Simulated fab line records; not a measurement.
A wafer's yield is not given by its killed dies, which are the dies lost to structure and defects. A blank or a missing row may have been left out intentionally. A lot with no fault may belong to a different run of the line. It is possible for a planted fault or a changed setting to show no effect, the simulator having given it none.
fab line records ; flow sky130
record: lots: 15; wafers: 43; last_day: 50
route steps=708 shown DNWELL@41 NWELL@82 VT_ADJUST_PCH@152 METAL1@435
lots with no fault: from the same line, run without faults
start_h: hours from the record's opening day to when the first of the lot's shown wafers began ; wait_h: hours elapsed since this lot's preceding step ; " unchanged from the row above ; L1.1+2: several wafers, shown together as one row ; - no value, or no start given ; * or withheld: withheld ; < > ~ a bound
route shown NAME@n: a module of which the file shows steps, and the number in the route of the first ; usual: the fault-free wafers' mean and standard deviation ; same: alike in all rows ; chamber/n: place in a boat ; sites: each site's reading ; _std_site: standard deviation across them ; _edge_site: outer sites' mean less inner sites' ; radius_mm: how far each site lies from the wafer's centre ; mask NAME#n: copy n ; behind: the tool/chamber that last shaped the wafer ; hold: what put the lot on hold/how long, in hours/how the hold closed ; device: the transistor (n, p or np) that didn't switch ; end of line: the same wafers' tests at the end of the route ; step lacking rows: just its recipe ; killed: count of dies lost to structure and defects at first sort (not the wafer's yield) ; map: dies across one wafer; x = killed, . = not, _ = none there
set.NAME: setting as actually run; set.NAME@STEP: the setting as run at that earlier step ; model.NAME: the simulator's own value behind a step, which no gauge read
the route's steps for a sample of lots (tables are steps, rows are wafers)
services: the hour from which a tool's chamber was out of use, counted from the record's first day as start_h (under 0 if before that day), plus the number of hours and why
== steps ==
step: SKY_DNWELL_DEVELOP_06
recipe: wall_angle_deg: 90; developer: TMAH; develop_time_s: 60; dev_temp_c: 23
usual: exhaust_pa: 45.1/0.9
lot.wafer;tool;chamber;start_h;wait_h;exhaust_pa
L297.1;litho_track-04;0;52;-;45.3
L297.4;litho_track-04;0;52;-;43.5
L297.5;litho_track-04;0;52;-;44.0
L298.3;litho_track-02;0;57;-;46.7
L298.4;litho_track-02;0;57;-;46.1
L298.5;litho_track-02;0;57;-;44.0
L300.1;litho_track-04;0;68;-;44.3
L300.4;litho_track-04;0;68;-;43.7
L300.6;litho_track-04;0;68;-;44.6
L301.2;litho_track-02;0;74;-;44.7
L301.4;litho_track-02;0;74;-;45.2
L301.6;litho_track-02;0;74;-;45.3
L302.2;litho_track-03;0;77;-;45.0
L302.4;litho_track-03;0;78;-;46.4
L302.5;litho_track-03;0;78;-;45.4
L303.1;litho_track-04;0;84;-;45.2
L303.2;litho_track-04;0;84;-;45.1
L303.3;litho_track-04;0;84;-;45.0
L304.1;litho_track-03;0;90;-;43.6
L304.2;litho_track-03;0;90;-;44.7
L304.6;litho_track-03;0;90;-;45.1
L305.1;litho_track-02;0;96;-;44.1
L305.4;litho_track-02;0;96;-;44.1
L305.6;litho_track-02;0;96;-;43.4
L307.1;litho_track-04;0;105;-;46.4
L307.5;litho_track-04;0;105;-;45.3
L307.6;litho_track-04;0;105;-;44.9
L308.2;litho_track-02;0;110;-;47.0
L308.4;litho_track-02;0;110;-;45.4
L308.5;litho_track-02;0;110;-;46.2
L310.2;litho_track-04;0;125;-;45.2
L310.5;litho_track-04;0;125;-;45.5
L310.6;litho_track-04;0;125;-;45.0
L311.3;litho_track-02;0;130;-;45.2
L311.4;litho_track-02;0;130;-;44.2
L314.2;litho_track-02;0;143;-;45.0
L314.5;litho_track-02;0;143;-;42.6
L318.4;litho_track-03;0;170;-;45.7
L318.5;litho_track-03;0;170;-;45.7
L318.6;litho_track-03;0;170;-;44.5
L320.1;litho_track-04;0;183;-;44.3
L320.4;litho_track-04;0;183;-;44.8
L320.5;litho_track-04;0;183;-;45.4
step: SKY_DNWELL_TW_MEAS_09
usual: DNWELL_TW: 1123/13
lot.wafer;tool;chamber;start_h;wait_h;DNWELL_TW
L297.1;film_metro-01;-;53.72;0.1;1113
L297.4;film_metro-01;-;53.72;0.1;1113
L297.5;film_metro-01;-;53.72;0.1;1108
L298.3;film_metro-02;-;57.46;0.1;1112
L298.4;film_metro-02;-;57.46;0.1;1112
L298.5;film_metro-02;-;57.46;0.1;1111
L300.1;film_metro-01;-;69.14;0.1;1108
L300.4;film_metro-01;-;69.14;0.1;1107
L300.6;film_metro-01;-;69.14;0.1;1111
L301.2;film_metro-03;-;75.15;0.1;1142
L301.4;film_metro-03;-;75.15;0.1;1137
L301.6;film_metro-03;-;75.15;0.1;1134
L302.2;film_metro-02;-;78.34;0.1;1104
L302.4;film_metro-02;-;78.34;0.1;1099
L302.5;film_metro-02;-;78.34;0.1;1104
L303.1;film_metro-03;-;84.69;0.1;1130
L303.2;film_metro-03;-;84.69;0.1;1129
L303.3;film_metro-03;-;84.69;0.1;1129
L304.1;film_metro-01;-;90.48;0.1;1120
L304.2;film_metro-01;-;90.48;0.1;1124
L304.6;film_metro-01;-;90.48;0.1;1126
L305.1;film_metro-02;-;97.09;0.1;1107
L305.4;film_metro-02;-;97.09;0.1;1105
L305.6;film_metro-02;-;97.09;0.1;1106
L307.1;film_metro-03;-;106.24;0.1;1126
L307.5;film_metro-03;-;106.24;0.1;1129
L307.6;film_metro-03;-;106.24;0.1;1132
L308.2;film_metro-01;-;110.45;0.1;514
L308.4;film_metro-01;-;110.45;0.1;1130
L308.5;film_metro-01;-;110.45;0.1;1122
L310.2;film_metro-01;-;125.95;0.1;1146
L310.5;film_metro-01;-;125.95;0.1;1135
L310.6;film_metro-01;-;125.95;0.1;1137
L311.3;film_metro-02;-;131.01;0.1;514
L311.4;film_metro-02;-;131.01;0.1;1102
L314.2;film_metro-01;-;144.10;0.1;527
L314.5;film_metro-01;-;144.10;0.1;1134
L318.4;film_metro-03;-;170.51;0.1;1147
L318.5;film_metro-03;-;170.51;0.1;1142
L318.6;film_metro-03;-;170.51;0.1;1139
L320.1;film_metro-01;-;183.44;0.1;1123
L320.4;film_metro-01;-;183.44;0.1;1131
L320.5;film_metro-01;-;183.44;0.1;1131
step: SKY_NWELL_RS_MEAS_29
recipe: thk_meas_gauge: four-point-probe
usual: NWELL_RS: 624.4/1.5
lot.wafer;tool;chamber;start_h;wait_h;NWELL_RS[ohm/sq]
L297.1;film_metro-01;-;104.99;0.1;626.7
L297.4;film_metro-01;-;104.99;0.1;623.0
L297.5;film_metro-01;-;104.99;0.1;623.3
L298.3;film_metro-01;-;109.53;0.1;626.1
L298.4;film_metro-01;-;109.53;0.1;623.4
L298.5;film_metro-01;-;109.53;0.1;623.7
L300.1;film_metro-02;-;121.15;0.1;623.6
L300.4;film_metro-02;-;121.15;0.1;623.6
L300.6;film_metro-02;-;121.15;0.1;623.2
L301.2;film_metro-03;-;128.56;0.1;625.7
L301.4;film_metro-03;-;128.56;0.1;624.7
L301.6;film_metro-03;-;128.56;0.1;622.4
L302.2;film_metro-02;-;131.78;0.1;625.5
L302.4;film_metro-02;-;131.78;0.1;626.4
L302.5;film_metro-02;-;131.78;0.1;626.4
L303.1;film_metro-02;-;138.05;0.1;624.8
L303.2;film_metro-02;-;138.05;0.1;625.9
L303.3;film_metro-02;-;138.05;0.1;624.7
L304.1;film_metro-01;-;146.59;0.1;624.0
L304.2;film_metro-01;-;146.59;0.1;622.3
L304.6;film_metro-01;-;146.59;0.1;622.4
L305.1;film_metro-01;-;152.34;0.1;622.9
L305.4;film_metro-01;-;152.34;0.1;624.6
L305.6;film_metro-01;-;152.34;0.1;623.7
L307.1;film_metro-03;-;163.58;0.1;624.2
L307.5;film_metro-03;-;163.58;0.1;623.5
L307.6;film_metro-03;-;163.58;0.1;623.8
L308.2;film_metro-03;-;167.36;0.1;624.6
L308.4;film_metro-03;-;167.36;0.1;624.2
L308.5;film_metro-03;-;167.36;0.1;622.7
L310.2;film_metro-02;-;186.57;0.1;624.2
L310.5;film_metro-02;-;186.57;0.1;622.5
L310.6;film_metro-02;-;186.57;0.1;622.1
L311.3;film_metro-03;-;191.68;0.1;625.4
L311.4;film_metro-03;-;191.68;0.1;626.2
L314.2;film_metro-03;-;207.57;0.1;626.2
L314.5;film_metro-03;-;207.57;0.1;626.9
L318.4;film_metro-02;-;236.59;0.1;624.0
L318.5;film_metro-02;-;236.59;0.1;623.6
L318.6;film_metro-02;-;236.59;0.1;625.3
L320.1;film_metro-03;-;252.35;0.1;625.1
L320.4;film_metro-03;-;252.35;0.1;624.2
L320.5;film_metro-03;-;252.35;0.1;625.0
step: SKY_VT_ADJUST_PCH_STRIP_09
recipe: chemistry: O2/N2; power_w: 1400; pressure_mtorr: 1500; platen_temp_c: withheld; o2_flow_sccm: 3000; n2_flow_sccm: 300; overash_fraction: 0.5
usual: drypump_motor_current_A: 5.5/0.45; oes_product_au: 0.722/0.0046; strip_time_to_endpoint_s: 37.00/0.14
lot.wafer;tool;chamber;start_h;wait_h;drypump_motor_current_A;oes_product_au;rf_hours_counter_h;strip_time_to_endpoint_s
L297.1;plasma_asher-03;1;226.32;0.1;5.9;0.729;54;36.98
L297.4;plasma_asher-03;0;226.32;0.1;6.5;0.725;-;36.89
L297.5;plasma_asher-03;1;226.32;0.1;5.9;0.718;-;37.03
L298.3;plasma_asher-03;0;230.57;0.1;6.5;0.728;-;37.31
L298.4;plasma_asher-03;1;230.57;0.1;5.9;0.715;-;37.35
L298.5;plasma_asher-03;0;230.57;0.1;6.5;0.724;-;37.29
L300.1;plasma_asher-01;1;246.54;0.1;5.4;0.718;13;37.08
L300.4;plasma_asher-01;0;246.54;0.1;5.2;0.723;-;37.02
L300.6;plasma_asher-01;1;246.54;0.1;5.3;0.715;-;37.03
L301.2;plasma_asher-01;1;257.42;0.1;5.3;0.723;14;37.13
L301.4;plasma_asher-01;1;257.42;0.1;5.3;0.720;-;37.22
L301.6;plasma_asher-01;0;257.42;0.1;5.2;0.728;-;37.13
L302.2;plasma_asher-04;1;260.22;0.1;5.1;0.725;43;37.02
L302.4;plasma_asher-04;0;260.22;0.1;5.2;0.720;-;37.08
L302.5;plasma_asher-04;0;260.22;0.1;5.2;0.726;-;37.07
L303.1;plasma_asher-01;1;269.42;0.1;5.4;0.729;15;37.02
L303.2;plasma_asher-01;0;269.42;0.1;5.2;0.724;15;37.00
L303.3;plasma_asher-01;1;269.42;0.1;5.4;0.722;-;37.01
L304.1;plasma_asher-01;1;279.17;0.1;5.4;0.727;16;37.18
L304.2;plasma_asher-01;0;279.17;0.1;5.2;0.726;16;37.01
L304.6;plasma_asher-01;0;279.17;0.1;5.2;0.726;-;37.12
L305.1;plasma_asher-04;0;286.42;0.1;5.2;0.716;45;36.95
L305.4;plasma_asher-04;0;286.42;0.1;5.2;0.716;-;36.85
L305.6;plasma_asher-04;1;286.42;0.1;5.1;0.720;-;36.85
L307.1;plasma_asher-03;0;301.72;0.1;6.6;0.721;62;36.95
L307.5;plasma_asher-03;1;301.72;0.1;5.9;0.732;-;36.94
L307.6;plasma_asher-03;0;301.72;0.1;6.5;0.721;-;37.04
L308.2;plasma_asher-01;1;305.64;0.1;5.4;0.720;18;36.91
L308.4;plasma_asher-01;1;305.64;0.1;5.3;0.720;-;36.87
L308.5;plasma_asher-01;0;305.64;0.1;5.2;0.726;-;36.91
L310.2;plasma_asher-01;0;330.89;0.1;5.2;0.715;21;36.93
L310.5;plasma_asher-01;0;330.89;0.1;5.2;0.719;-;36.95
L310.6;plasma_asher-01;1;330.89;0.1;5.4;0.717;-;36.92
L311.3;plasma_asher-04;1;337.42;0.1;5.1;0.724;-;36.93
L311.4;plasma_asher-04;0;337.42;0.1;5.2;0.718;-;37.01
L314.2;plasma_asher-03;1;358.54;0.1;5.9;0.722;67;37.03
L314.5;plasma_asher-03;0;358.54;0.1;6.5;0.719;-;37.14
L318.4;plasma_asher-01;1;392.40;0.1;5.3;0.731;-;37.21
L318.5;plasma_asher-01;1;392.40;0.1;5.3;0.724;-;37.19
L318.6;plasma_asher-01;0;392.40;0.1;5.2;0.725;-;37.22
L320.1;plasma_asher-01;0;413.77;0.1;5.2;0.712;29;37.10
L320.4;plasma_asher-01;1;413.77;0.1;5.4;0.715;-;36.97
L320.5;plasma_asher-01;1;413.77;0.1;5.3;0.735;-;37.00
step: SKY_METAL1_SPUTTER_01
recipe: material: TiN; target_thk_nm: 20; power_w: 6500; time_s: 16.7; chamber_pressure_pa: 0.4
usual: throttle_valve_pct: 29.9/0.97
lot.wafer;tool;chamber;start_h;wait_h;throttle_valve_pct
L297.1;pvd_sputter-03;-;737.10;0.0;29.7
L297.4;pvd_sputter-03;-;737.10;0.0;29.3
L297.5;pvd_sputter-03;-;737.10;0.0;29.7
L298.3;pvd_sputter-03;-;738.99;0.0;30.2
L298.4;pvd_sputter-03;-;738.99;0.0;29.9
L298.5;pvd_sputter-03;-;738.99;0.0;29.7
L300.1;pvd_sputter-01;-;760.06;0.0;31.3
L300.4;pvd_sputter-01;-;760.06;0.0;27.4
L300.6;pvd_sputter-01;-;760.06;0.0;30.7
L301.2;pvd_sputter-03;-;770.52;0.0;29.6
L301.4;pvd_sputter-03;-;770.52;0.0;29.5
L301.6;pvd_sputter-03;-;770.52;0.0;29.7
L302.2;pvd_sputter-04;-;772.89;0.0;31.1
L302.4;pvd_sputter-04;-;772.89;0.0;28.4
L302.5;pvd_sputter-04;-;772.89;0.0;30.8
L303.1;pvd_sputter-04;-;787.40;0.0;28.7
L303.2;pvd_sputter-04;-;787.40;0.0;30.7
L303.3;pvd_sputter-04;-;787.40;0.0;30.7
L304.1;pvd_sputter-01;-;795.19;0.0;29.8
L304.2;pvd_sputter-01;-;795.19;0.0;31.4
L304.6;pvd_sputter-01;-;795.19;0.0;31.4
L305.1;pvd_sputter-01;-;799.21;0.0;31.5
L305.4;pvd_sputter-01;-;799.21;0.0;27.8
L305.6;pvd_sputter-01;-;799.21;0.0;31.3
L307.1;pvd_sputter-04;-;814.99;0.0;30.8
L307.5;pvd_sputter-04;-;814.99;0.0;30.5
L307.6;pvd_sputter-04;-;814.99;0.0;28.3
L308.2;pvd_sputter-04;-;820.70;0.0;28.3
L308.4;pvd_sputter-04;-;820.70;0.0;28.5
L308.5;pvd_sputter-04;-;820.70;0.0;30.5
L310.2;pvd_sputter-03;-;846.49;0.0;29.7
L310.5;pvd_sputter-03;-;846.49;0.0;29.7
L310.6;pvd_sputter-03;-;846.49;0.0;29.2
L311.3;pvd_sputter-04;-;853.94;0.0;28.6
L311.4;pvd_sputter-04;-;853.94;0.0;31.4
L314.2;pvd_sputter-03;-;870.59;0.0;29.9
L314.5;pvd_sputter-03;-;870.59;0.0;29.7
L318.4;pvd_sputter-03;-;899.94;0.0;29.6
L318.5;pvd_sputter-03;-;899.94;0.0;30.0
L318.6;pvd_sputter-03;-;899.94;0.0;29.5
L320.1;pvd_sputter-03;-;917.86;0.0;29.8
L320.4;pvd_sputter-03;-;917.86;0.0;29.7
L320.5;pvd_sputter-03;-;917.86;0.0;29.7
== services ==
tool;chamber;start_h;hours;kind
pvd_sputter-03;-;36.57;5.8;repair
plasma_asher-01;-;108.75;9.0;pm
pvd_sputter-04;-;115.15;1.8;repair
plasma_asher-03;-;191.77;4.0;repair
plasma_asher-01;-;289.07;0.7;repair
pvd_sputter-04;-;295.08;3.6;repair
pvd_sputter-03;-;331.99;9.9;repair
pvd_sputter-03;-;336.71;1.4;repair
plasma_asher-03;-;343.24;7.3;repair
plasma_asher-01;-;369.56;6.1;repair
pvd_sputter-03;-;372.37;4.3;repair
pvd_sputter-03;-;379.36;2.2;repair
plasma_asher-01;-;449.89;7.3;repair
pvd_sputter-04;-;473.86;2.6;repair
plasma_asher-01;-;474.82;15.6;pm
plasma_asher-01;-;501.06;3.5;repair
pvd_sputter-03;-;513.52;0.5;repair
pvd_sputter-03;-;605.86;0.7;repair
pvd_sputter-04;-;670.29;1.3;repair
pvd_sputter-03;-;799.00;24.2;repair
pvd_sputter-04;-;810.55;0.9;repair
plasma_asher-01;-;893.25;1.5;repair
plasma_asher-01;-;899.03;1.9;repair
plasma_asher-01;-;906.18;2.8;pm
== key ==
first_sign: step: SKY_DNWELL_TW_MEAS_09; reading: DNWELL_TW; direction: down; sigmas: 48; usual: 1123; struck: 518
effect none on later readings
met_at SKY_DNWELL_DEVELOP_06
struck_lots L308,L311,L314
struck_wafers L308.2,L311.3,L314.2
sort_left_out L308.2,L311.3,L314.2
tester_left_out L308,L311,L314
not_acting_at SKY_NWELL_RS_MEAS_29,SKY_VT_ADJUST_PCH_STRIP_09,SKY_METAL1_SPUTTER_01
onset_between 96 110
fault: kind: process_parameter_drift; tool: litho_track-02; chamber: -; onset_h: 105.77; steps: SKY_DNWELL_DEVELOP_06; channel: develop_time_s; offset: *; shape: step; end_h: 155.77; scope: struck_wafers_only; acts_in: *; stated: *
tester_left_out: of these lots the tester's yield and bins aren't shown, on N5 and GAA mostly nor the transistor test; their killed dies are dies lost to structure and defects alone, not to doping, threshold or leakage, so they don't give the yield
sort_left_out: the simulated sort isn't trusted on such a fault, so these wafers' sort isn't shown, and their yield isn't known
